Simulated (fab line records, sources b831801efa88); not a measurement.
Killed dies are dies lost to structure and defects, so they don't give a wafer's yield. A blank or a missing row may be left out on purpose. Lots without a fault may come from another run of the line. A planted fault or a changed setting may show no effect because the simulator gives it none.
Chamber matching | flow gf180mcu | GF_V4_CMP_04 on cmp-01: 4 sister chambers
The step polishes SiO2. 4 wafers are shown with their chamber, then 8 later ones without.

WAFERS WITH THEIR CHAMBER
wafer  | chamber | motor_current_A (A)
L080.3 | 3       | 12.5
L084.5 | 1       | 12.8
L084.6 | 2       | 10.4
L087.2 | 0       | 12.4

WAFERS WITHOUT THEIR CHAMBER
wafer  | motor_current_A (A)
L087.3 | 12.2
L087.4 | 10.5
L093.4 | 13.1
L093.5 | 12.3
L093.6 | 13.1
L096.4 | 10.7
L096.5 | 12.5
L096.6 | 12.4

WHICH CHAMBER EACH WENT THROUGH
wafer  | from the rows above          | in truth
L087.3 | can't be placed: 0 or 3 or 1 | 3
L087.4 | 2                            | 2
L093.4 | can't be placed: 1 or 3 or 0 | 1
L093.5 | can't be placed: 0 or 3 or 1 | 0
L093.6 | can't be placed: 1 or 3 or 0 | 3
L096.4 | 2                            | 2
L096.5 | can't be placed: 3 or 0 or 1 | 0
L096.6 | can't be placed: 0 or 3 or 1 | 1
Placed correctly: 2 of 8. Can't be placed from these rows: 6 (the true chamber is among the candidates in 6). Placed wrongly: 0.
How it was worked out, from the rows above alone: a wafer's distance from a chamber is the root of the sum, over the readings, of the square of ((its reading less the chamber's mean) divided by the reading's scatter). The wafer belongs to the nearest chamber; if the next one is less than 2 further off, it can't be placed. A chamber's mean is the mean of its shown wafers. The scatter: with one shown wafer a chamber, the root of the mean of the squares of how far each hidden wafer lies from its nearest shown one.
